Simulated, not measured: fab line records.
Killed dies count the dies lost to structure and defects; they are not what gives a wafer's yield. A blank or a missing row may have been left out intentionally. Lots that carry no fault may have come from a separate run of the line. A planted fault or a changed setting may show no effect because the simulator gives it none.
fab line records	flow gf180mcu
[record] lots = 24	wafers = 72	lastDay = 34
route steps=602 shown SALICIDE@283 CONTACT@289 V1@356 M2@365
lots that met no fault: from a run of the same line without faults
startH: hours from the record's first day to the start of the lot's first wafer shown	waitH: time in hours since the lot's previous step	" same as the row above	L1.1+2: several wafers, shown together as one row	- no value, or no start was given	* or withheld: withheld	< > ~ a bound
route shown NAME@n: NAME is a module with steps in the file, n the number in the route of the first one	usual: the fault-free wafers' mean and standard deviation	same: alike in all rows	chamber/n: place in a boat	sites: per-site readings	_std_site: how widely they spread, as a standard deviation	_edge_site: mean of outer sites minus mean of inner sites	radiusMm: how far each site lies from the wafer's centre	mask NAME#n: copy n	behind: the most recent tool/chamber to have shaped the wafer	hold: what put the lot on hold/how long, in hours/how the hold closed	device: whichever transistor did not switch (one of n, p or np)	end of line: the tests these same wafers got at the end of their route	a step with no rows: only its recipe	killed: not the wafer's yield, but the dies lost to structure and defects at the first sort	map: shows each die of a wafer: x if killed, . if not, _ if none is there
set.NAME: setting as actually run; set.NAME@STEP: the setting as run at that earlier step	model.NAME: the simulator's own value behind a step, which no gauge read
route steps across a sampled set of lots; one table per step, one row per wafer
services: when a tool's chamber went out of use (startH, in hours from the record's first day, below 0 if earlier), for how many hours, and the reason
[[steps]]
[step GF_SALICIDE_THK_MEAS_05]
[recipe] thkMeasGauge = xrf	reads = TiN_of_SALICIDE_SPUTTER_03
[usual] SALICIDE_TIN_THK = 19.89/0.23
lot.wafer	tool	chamber	startH	waitH	SALICIDE_TIN_THK[nm]
L074.3	filmMetro-04	-	344.30	0.1	20.25
L074.4	"	-	"	"	19.89
L074.5	"	-	"	"	20.08
L075.4	filmMetro-04	-	349.88	0.1	19.97
L075.5	"	-	"	"	20.02
L075.6	"	-	"	"	19.72
L076.1	filmMetro-01	-	359.54	0.1	20.01
L076.2	"	-	"	"	20.04
L076.4	"	-	"	"	20.27
L077.3	filmMetro-02	-	367.12	0.1	19.91
L077.4	"	-	"	"	19.80
L077.5	"	-	"	"	19.82
L078.3	filmMetro-02	-	373.91	0.1	19.84
L078.4	"	-	"	"	20.16
L078.6	"	-	"	"	20.02
L079.1	filmMetro-04	-	378.03	0.1	19.76
L079.4	"	-	"	"	19.69
L079.5	"	-	"	"	19.76
L080.1	filmMetro-04	-	392.30	0.1	19.77
L080.2	"	-	"	"	19.96
L080.3	"	-	"	"	19.76
L081.2	filmMetro-02	-	400.43	0.1	19.66
L081.4	"	-	"	"	20.17
L081.5	"	-	"	"	20.29
L082.1	filmMetro-04	-	410.76	0.1	19.69
L082.2	"	-	"	"	19.71
L082.5	"	-	"	"	20.14
L083.1	filmMetro-01	-	416.36	0.1	19.51
L083.2	"	-	"	"	19.65
L083.3	"	-	"	"	19.31
L084.4	filmMetro-04	-	434.10	0.1	19.97
L084.5	"	-	"	"	19.86
L084.6	"	-	"	"	19.67
L085.2	filmMetro-01	-	440.73	0.1	19.79
L085.4	"	-	"	"	19.90
L085.6	"	-	"	"	19.64
L086.2	filmMetro-02	-	451.21	0.1	19.81
L086.3	"	-	"	"	19.96
L086.4	"	-	"	"	20.12
L087.4	filmMetro-04	-	457.47	0.1	19.78
L087.5	"	-	"	"	19.64
L087.6	"	-	"	"	19.52
L088.1	filmMetro-02	-	470.30	0.1	19.85
L088.4	"	-	"	"	20.33
L088.6	"	-	"	"	19.93
L089.3	filmMetro-04	-	479.72	0.1	19.84
L089.4	"	-	"	"	19.77
L089.5	"	-	"	"	19.67
L090.4	filmMetro-01	-	485.20	0.1	20.19
L090.5	"	-	"	"	20.28
L090.6	"	-	"	"	20.10
L091.4	filmMetro-01	-	488.72	0.1	19.36
L091.5	"	-	"	"	19.86
L091.6	"	-	"	"	19.50
L092.2	filmMetro-04	-	496.45	0.1	19.99
L092.5	"	-	"	"	20.14
L092.6	"	-	"	"	19.98
L093.1	filmMetro-01	-	502.47	0.1	19.57
L093.3	"	-	"	"	19.97
L093.6	"	-	"	"	19.73
L094.2	filmMetro-02	-	509.92	0.1	20.05
L094.3	"	-	"	"	19.74
L094.6	"	-	"	"	20.12
L095.2	filmMetro-04	-	519.71	0.1	19.84
L095.4	"	-	"	"	19.83
L095.5	"	-	"	"	20.00
L096.3	filmMetro-02	-	525.84	0.1	19.69
L096.4	"	-	"	"	19.70
L096.6	"	-	"	"	19.66
L097.4	filmMetro-01	-	536.33	0.1	20.02
L097.5	"	-	"	"	20.13
L097.6	"	-	"	"	20.28
[step GF_CONTACT_CVD_02]
[recipe] material = SiO2	targetThkNm = 860	precursor = TEOS	tempC = 400	timeS = 95.992	rfW = 600
[usual] heaterPowerW = 665/130	rfFwdPowerW = 596.4/1.9
lot.wafer	tool	chamber	startH	waitH	heaterPowerW	rfFwdPowerW	sinceWetCleanH
L074.3	pecvd-03	1	344.74	0.0	667	594.8	170
L074.4	"	0	"	"	767	599.4	-
L074.5	"	2	"	"	657	597.4	-
L075.4	pecvd-03	2	350.34	0.1	645	595.4	-
L075.5	"	1	"	"	560	594.2	-
L075.6	"	0	"	"	761	597.4	-
L076.1	pecvd-04	2	360.00	0.1	901	596.6	394
L076.2	"	1	"	"	510	598.6	394
L076.4	"	1	"	"	541	599.2	-
L077.3	pecvd-03	1	367.56	0.0	696	597.0	193
L077.4	"	0	"	"	771	597.7	-
L077.5	"	1	"	"	718	595.7	-
L078.3	pecvd-03	1	374.35	0.0	695	594.5	200
L078.4	"	1	"	"	707	592.8	-
L078.6	"	0	"	"	773	596.6	-
L079.1	pecvd-04	1	378.48	0.1	581	597.8	412
L079.4	"	2	"	"	938	594.9	-
L079.5	"	1	"	"	459	597.1	-
L080.1	pecvd-03	0	392.76	0.1	675	596.3	218
L080.2	"	2	"	"	652	596.8	218
L080.3	"	1	"	"	632	598.2	218
L081.2	pecvd-04	2	400.98	0.0	914	594.6	435
L081.4	"	2	"	"	950	596.2	-
L081.5	"	0	"	"	562	595.3	-
L082.1	pecvd-02	1	411.22	0.1	629	599.7	28
L082.2	"	2	"	"	671	594.6	28
L082.5	"	2	"	"	700	595.8	-
L083.1	pecvd-03	0	416.83	0.1	700	597.2	242
L083.2	"	1	"	"	633	595.2	242
L083.3	"	2	"	"	632	595.5	242
L084.4	pecvd-03	0	434.66	0.1	603	598.3	-
L084.5	"	2	"	"	684	596.7	-
L084.6	"	1	"	"	568	593.6	-
L085.2	pecvd-02	2	441.18	0.0	709	597.2	58
L085.4	"	1	"	"	674	598.4	-
L085.6	"	2	"	"	785	597.5	-
L086.2	pecvd-03	0	451.66	0.0	734	596.9	277
L086.3	"	1	"	"	639	591.6	277
L086.4	"	2	"	"	707	597.1	-
L087.4	pecvd-04	2	457.94	0.1	948	593.4	-
L087.5	"	0	"	"	571	596.1	-
L087.6	"	1	"	"	588	596.9	-
L088.1	pecvd-03	0	470.75	0.1	671	595.0	296
L088.4	"	2	"	"	545	597.4	-
L088.6	"	1	"	"	582	591.5	-
L089.3	pecvd-03	0	480.16	0.0	765	595.2	306
L089.4	"	2	"	"	535	597.0	-
L089.5	"	0	"	"	765	600.0	-
L090.4	pecvd-04	2	485.66	0.1	961	599.0	-
L090.5	"	1	"	"	527	600.0	-
L090.6	"	0	"	"	454	597.6	-
L091.4	pecvd-02	2	489.18	0.1	750	596.4	-
L091.5	"	0	"	"	616	596.2	-
L091.6	"	1	"	"	639	598.3	-
L092.2	pecvd-03	2	496.90	0.0	668	596.7	322
L092.5	"	0	"	"	761	595.4	-
L092.6	"	2	"	"	538	597.8	-
L093.1	pecvd-04	2	502.93	0.1	934	600.1	537
L093.3	"	1	"	"	457	598.1	537
L093.6	"	0	"	"	579	596.9	-
L094.2	pecvd-04	0	510.37	0.0	579	591.7	544
L094.3	"	2	"	"	845	594.9	544
L094.6	"	2	"	"	915	594.4	-
L095.2	pecvd-04	0	520.15	0.0	510	595.1	554
L095.4	"	2	"	"	919	598.2	-
L095.5	"	1	"	"	544	593.7	-
L096.3	pecvd-04	1	526.27	0.0	588	599.2	560
L096.4	"	2	"	"	997	594.0	-
L096.6	"	1	"	"	455	600.3	-
L097.4	pecvd-04	1	536.81	0.1	549	596.4	-
L097.5	"	2	"	"	806	596.9	-
L097.6	"	0	"	"	548	594.0	-
[step GF_CONTACT_BOW_MEAS_05]
[recipe] mode = bow
[usual] CONTACT_BOW = 66/7
lot.wafer	tool	chamber	startH	waitH	CONTACT_BOW[um]
L074.3	filmMetro-02	-	345.21	0.2	67
L074.4	"	-	"	"	63
L074.5	"	-	"	"	67
L075.4	filmMetro-01	-	350.80	0.2	74
L075.5	"	-	"	"	75
L075.6	"	-	"	"	66
L076.1	filmMetro-03	-	360.47	0.1	68
L076.2	"	-	"	"	57
L076.4	"	-	"	"	61
L077.3	filmMetro-03	-	368.06	0.2	62
L077.4	"	-	"	"	64
L077.5	"	-	"	"	64
L078.3	filmMetro-02	-	374.82	0.2	75
L078.4	"	-	"	"	67
L078.6	"	-	"	"	73
L079.1	filmMetro-01	-	378.91	0.2	63
L079.4	"	-	"	"	71
L079.5	"	-	"	"	60
L080.1	filmMetro-01	-	393.19	0.2	63
L080.2	"	-	"	"	74
L080.3	"	-	"	"	61
L081.2	filmMetro-02	-	401.43	0.1	49
L081.4	"	-	"	"	70
L081.5	"	-	"	"	52
L082.1	filmMetro-01	-	411.65	0.1	61
L082.2	"	-	"	"	70
L082.5	"	-	"	"	79
L083.1	filmMetro-02	-	417.26	0.1	73
L083.2	"	-	"	"	69
L083.3	"	-	"	"	61
L084.4	filmMetro-01	-	435.11	0.3	72
L084.5	"	-	"	"	58
L084.6	"	-	"	"	58
L085.2	filmMetro-02	-	441.64	0.2	67
L085.4	"	-	"	"	64
L085.6	"	-	"	"	60
L086.2	filmMetro-02	-	452.11	0.1	72
L086.3	"	-	"	"	72
L086.4	"	-	"	"	72
L087.4	filmMetro-01	-	458.39	0.2	66
L087.5	"	-	"	"	61
L087.6	"	-	"	"	65
L088.1	filmMetro-01	-	471.18	0.2	70
L088.4	"	-	"	"	70
L088.6	"	-	"	"	61
L089.3	filmMetro-01	-	480.63	0.2	65
L089.4	"	-	"	"	61
L089.5	"	-	"	"	61
L090.4	filmMetro-02	-	486.12	0.3	70
L090.5	"	-	"	"	61
L090.6	"	-	"	"	60
L091.4	filmMetro-02	-	489.64	0.3	70
L091.5	"	-	"	"	67
L091.6	"	-	"	"	58
L092.2	filmMetro-01	-	498.42	0.1	68
L092.5	"	-	"	"	70
L092.6	"	-	"	"	72
L093.1	filmMetro-02	-	503.36	0.2	48
L093.3	"	-	"	"	62
L093.6	"	-	"	"	67
L094.2	filmMetro-01	-	510.82	0.3	63
L094.3	"	-	"	"	61
L094.6	"	-	"	"	60
L095.2	filmMetro-03	-	520.60	0.1	63
L095.4	"	-	"	"	66
L095.5	"	-	"	"	42
L096.3	filmMetro-02	-	526.74	0.2	69
L096.4	"	-	"	"	70
L096.6	"	-	"	"	62
L097.4	filmMetro-03	-	537.38	0.4	66
L097.5	"	-	"	"	66
L097.6	"	-	"	"	64
[step GF_V1_SPUTTER_21]
[recipe] material = Ti	targetThkNm = 15	chamberPressurePa = 5	powerW = 2500	substrateTempC = 200	timeS = 80.02
[usual] throttleValvePct = 29.4/0.83
lot.wafer	tool	chamber	startH	waitH	throttleValvePct
L074.3	pvdSputter-01	-	417.06	0.0	29.7
L074.4	"	-	"	"	30.0
L074.5	"	-	"	"	29.9
L075.4	pvdSputter-01	-	420.97	0.0	29.9
L075.5	"	-	"	"	29.1
L075.6	"	-	"	"	30.1
L076.1	pvdSputter-02	-	432.57	0.0	29.9
L076.2	"	-	"	"	30.1
L076.4	"	-	"	"	29.5
L077.3	pvdSputter-01	-	440.29	0.0	29.7
L077.4	"	-	"	"	29.9
L077.5	"	-	"	"	30.0
L078.3	pvdSputter-01	-	449.78	0.0	30.0
L078.4	"	-	"	"	30.0
L078.6	"	-	"	"	29.4
L079.1	pvdSputter-04	-	453.69	0.0	28.0
L079.4	"	-	"	"	29.2
L079.5	"	-	"	"	27.9
L080.1	pvdSputter-02	-	468.39	0.0	29.5
L080.2	"	-	"	"	30.7
L080.3	"	-	"	"	30.3
L081.2	pvdSputter-04	-	477.81	0.0	28.1
L081.4	"	-	"	"	28.1
L081.5	"	-	"	"	28.5
L082.1	pvdSputter-01	-	488.70	0.0	29.7
L082.2	"	-	"	"	30.3
L082.5	"	-	"	"	30.1
L083.1	pvdSputter-02	-	492.54	0.0	29.9
L083.2	"	-	"	"	29.6
L083.3	"	-	"	"	30.7
L084.4	pvdSputter-04	-	511.87	0.0	28.3
L084.5	"	-	"	"	28.0
L084.6	"	-	"	"	29.2
L085.2	pvdSputter-02	-	516.62	0.0	29.6
L085.4	"	-	"	"	29.5
L085.6	"	-	"	"	30.1
L086.2	pvdSputter-01	-	526.97	0.0	29.7
L086.3	"	-	"	"	29.4
L086.4	"	-	"	"	30.1
L087.4	pvdSputter-02	-	533.55	0.0	30.8
L087.5	"	-	"	"	30.8
L087.6	"	-	"	"	30.1
L088.1	pvdSputter-04	-	546.25	0.0	29.0
L088.4	"	-	"	"	27.9
L088.6	"	-	"	"	28.3
L089.3	pvdSputter-04	-	553.25	0.0	27.9
L089.4	"	-	"	"	28.3
L089.5	"	-	"	"	28.5
L090.4	pvdSputter-04	-	558.97	0.0	29.3
L090.5	"	-	"	"	29.0
L090.6	"	-	"	"	28.3
L091.4	pvdSputter-02	-	561.86	0.0	30.1
L091.5	"	-	"	"	29.3
L091.6	"	-	"	"	30.0
L092.2	pvdSputter-04	-	570.38	0.0	29.1
L092.5	"	-	"	"	29.1
L092.6	"	-	"	"	28.0
L093.1	pvdSputter-02	-	575.14	0.0	29.2
L093.3	"	-	"	"	29.9
L093.6	"	-	"	"	30.6
L094.2	pvdSputter-04	-	582.10	0.0	28.3
L094.3	"	-	"	"	28.2
L094.6	"	-	"	"	28.4
L095.2	pvdSputter-01	-	590.52	0.0	29.9
L095.4	"	-	"	"	30.2
L095.5	"	-	"	"	29.9
L096.3	pvdSputter-02	-	596.47	0.0	29.3
L096.4	"	-	"	"	30.8
L096.6	"	-	"	"	29.5
L097.4	pvdSputter-01	-	606.25	0.0	29.7
L097.5	"	-	"	"	29.5
L097.6	"	-	"	"	30.1
[step GF_M2_SPUTTER_03]
[recipe] material = Ti	targetThkNm = 10	substrateTempC = 300	chamberPressurePa = 0.3	powerW = 3000	timeS = 6.7
[usual] throttleValvePct = 29.0/0.96
lot.wafer	tool	chamber	startH	waitH	throttleValvePct
L074.3	pvdSputter-02	-	417.91	0.0	30.1
L074.4	"	-	"	"	29.8
L074.5	"	-	"	"	29.9
L075.4	pvdSputter-04	-	421.82	0.0	28.6
L075.5	"	-	"	"	29.1
L075.6	"	-	"	"	28.1
L076.1	pvdSputter-04	-	433.43	0.0	28.1
L076.2	"	-	"	"	28.4
L076.4	"	-	"	"	28.1
L077.3	pvdSputter-04	-	441.15	0.0	27.8
L077.4	"	-	"	"	28.6
L077.5	"	-	"	"	28.6
L078.3	pvdSputter-02	-	450.63	0.0	29.9
L078.4	"	-	"	"	30.8
L078.6	"	-	"	"	31.1
L079.1	pvdSputter-02	-	454.54	0.0	30.8
L079.4	"	-	"	"	29.6
L079.5	"	-	"	"	29.5
L080.1	pvdSputter-04	-	469.24	0.0	29.2
L080.2	"	-	"	"	28.1
L080.3	"	-	"	"	28.1
L081.2	pvdSputter-02	-	478.67	0.0	30.8
L081.4	"	-	"	"	29.8
L081.5	"	-	"	"	29.9
L082.1	pvdSputter-04	-	489.55	0.0	27.9
L082.2	"	-	"	"	29.2
L082.5	"	-	"	"	28.0
L083.1	pvdSputter-04	-	493.39	0.0	28.2
L083.2	"	-	"	"	28.0
L083.3	"	-	"	"	29.1
L084.4	pvdSputter-03	-	512.72	0.0	28.8
L084.5	"	-	"	"	30.8
L084.6	"	-	"	"	29.3
L085.2	pvdSputter-04	-	517.47	0.0	28.2
L085.4	"	-	"	"	29.1
L085.6	"	-	"	"	28.1
L086.2	pvdSputter-04	-	527.82	0.0	29.4
L086.3	"	-	"	"	28.0
L086.4	"	-	"	"	28.5
L087.4	pvdSputter-02	-	534.41	0.0	29.8
L087.5	"	-	"	"	30.2
L087.6	"	-	"	"	29.5
L088.1	pvdSputter-03	-	547.10	0.0	28.7
L088.4	"	-	"	"	29.5
L088.6	"	-	"	"	29.5
L089.3	pvdSputter-04	-	554.11	0.0	29.2
L089.4	"	-	"	"	28.2
L089.5	"	-	"	"	28.7
L090.4	pvdSputter-02	-	560.04	0.0	29.8
L090.5	"	-	"	"	30.1
L090.6	"	-	"	"	29.4
L091.4	pvdSputter-04	-	562.71	0.0	28.0
L091.5	"	-	"	"	28.0
L091.6	"	-	"	"	29.1
L092.2	pvdSputter-02	-	571.24	0.0	29.3
L092.5	"	-	"	"	30.0
L092.6	"	-	"	"	28.9
L093.1	pvdSputter-03	-	575.99	0.0	27.0
L093.3	"	-	"	"	28.8
L093.6	"	-	"	"	27.3
L094.2	pvdSputter-03	-	582.95	0.0	29.0
L094.3	"	-	"	"	29.1
L094.6	"	-	"	"	30.6
L095.2	pvdSputter-04	-	591.37	0.0	28.3
L095.4	"	-	"	"	28.0
L095.5	"	-	"	"	29.5
L096.3	pvdSputter-04	-	597.32	0.0	28.9
L096.4	"	-	"	"	29.2
L096.6	"	-	"	"	28.1
L097.4	pvdSputter-04	-	607.11	0.0	28.1
L097.5	"	-	"	"	29.1
L097.6	"	-	"	"	27.8
[step GF_M2_RS_MEAS_05]
[recipe] thkMeasGauge = four-point-probe	reads = TiN_of_M2_SPUTTER_04+Ti_of_M2_SPUTTER_03+AlCu_of_M2_SPUTTER_02+TiN_of_M2_SPUTTER_01+Ti_of_M2_SPUTTER_00
[usual] M2_ALCU_RS = 0.0697/0.00081
lot.wafer	tool	chamber	startH	waitH	M2_ALCU_RS[ohm/sq]
L074.3	filmMetro-04	-	418.01	0.1	0.0696
L074.4	"	-	"	"	0.0687
L074.5	"	-	"	"	0.0693
L075.4	filmMetro-02	-	421.94	0.1	0.0703
L075.5	"	-	"	"	0.0702
L075.6	"	-	"	"	0.0723
L076.1	filmMetro-04	-	433.50	0.0	0.0710
L076.2	"	-	"	"	0.0707
L076.4	"	-	"	"	0.0718
L077.3	filmMetro-01	-	441.25	0.1	0.0695
L077.4	"	-	"	"	0.0698
L077.5	"	-	"	"	0.0698
L078.3	filmMetro-04	-	450.73	0.1	0.0692
L078.4	"	-	"	"	0.0702
L078.6	"	-	"	"	0.0702
L079.1	filmMetro-02	-	454.60	0.0	0.0706
L079.4	"	-	"	"	0.0688
L079.5	"	-	"	"	0.0692
L080.1	filmMetro-01	-	469.30	0.0	0.0690
L080.2	"	-	"	"	0.0693
L080.3	"	-	"	"	0.0696
L081.2	filmMetro-04	-	478.75	0.0	0.0694
L081.4	"	-	"	"	0.0689
L081.5	"	-	"	"	0.0689
L082.1	filmMetro-04	-	489.61	0.0	0.0709
L082.2	"	-	"	"	0.0689
L082.5	"	-	"	"	0.0697
L083.1	filmMetro-02	-	493.45	0.0	0.0695
L083.2	"	-	"	"	0.0710
L083.3	"	-	"	"	0.0691
L084.4	filmMetro-01	-	512.84	0.1	0.0698
L084.5	"	-	"	"	0.0707
L084.6	"	-	"	"	0.0697
L085.2	filmMetro-02	-	517.55	0.0	0.0684
L085.4	"	-	"	"	0.0683
L085.6	"	-	"	"	0.0687
L086.2	filmMetro-02	-	527.90	0.0	0.0683
L086.3	"	-	"	"	0.0697
L086.4	"	-	"	"	0.0681
L087.4	filmMetro-01	-	534.53	0.1	0.0691
L087.5	"	-	"	"	0.0688
L087.6	"	-	"	"	0.0698
L088.1	filmMetro-02	-	547.16	0.0	0.0700
L088.4	"	-	"	"	0.0693
L088.6	"	-	"	"	0.0697
L089.3	filmMetro-01	-	554.21	0.1	0.0700
L089.4	"	-	"	"	0.0711
L089.5	"	-	"	"	0.0695
L090.4	filmMetro-01	-	560.16	0.1	0.0687
L090.5	"	-	"	"	0.0690
L090.6	"	-	"	"	0.0693
L091.4	filmMetro-01	-	562.84	0.1	0.0698
L091.5	"	-	"	"	0.0701
L091.6	"	-	"	"	0.0695
L092.2	filmMetro-04	-	571.32	0.0	0.0698
L092.5	"	-	"	"	0.0695
L092.6	"	-	"	"	0.0705
L093.1	filmMetro-02	-	576.05	0.0	0.0703
L093.3	"	-	"	"	0.0702
L093.6	"	-	"	"	0.0708
L094.2	filmMetro-01	-	583.03	0.0	0.0704
L094.3	"	-	"	"	0.0700
L094.6	"	-	"	"	0.0710
L095.2	filmMetro-04	-	591.45	0.0	0.0692
L095.4	"	-	"	"	0.0693
L095.5	"	-	"	"	0.0695
L096.3	filmMetro-01	-	597.42	0.1	0.0697
L096.4	"	-	"	"	0.0698
L096.6	"	-	"	"	0.0694
L097.4	filmMetro-04	-	607.23	0.1	0.0689
L097.5	"	-	"	"	0.0690
L097.6	"	-	"	"	0.0701
[[services]]
tool	chamber	startH	hours	kind
pvdSputter-01	-	330.14	3.2	repair
pvdSputter-03	-	332.79	4.1	repair
pvdSputter-01	-	338.64	9.3	repair
pecvd-04	1	362.48	4.4	repair
pecvd-02	-	368.88	14.0	pm
pecvd-02	-	400.68	1.9	repair
pvdSputter-03	-	402.81	5.2	repair
pvdSputter-03	-	413.58	16.0	repair
pvdSputter-02	0	425.96	-	consumableReplace:kit
pvdSputter-02	0	425.96	18.0	scheduledDown
pecvd-04	-	433.40	5.5	pm
pvdSputter-03	-	436.63	10.0	repair
pecvd-03	-	461.10	6.0	pm
pecvd-02	-	486.23	2.8	pm
pvdSputter-01	-	511.56	2.7	repair
pecvd-03	0	521.03	5.6	repair
pvdSputter-02	-	529.13	2.0	repair
pvdSputter-03	-	530.77	3.6	repair
pvdSputter-01	-	532.31	56.5	repair
pecvd-03	-	538.92	2.3	repair
pvdSputter-04	2	581.52	-	consumableReplace:kit
pvdSputter-04	2	581.52	18.0	scheduledDown
pvdSputter-04	2	581.52	18.0	ventCycle
pvdSputter-02	-	601.64	1.7	repair
[[key]]
fault none
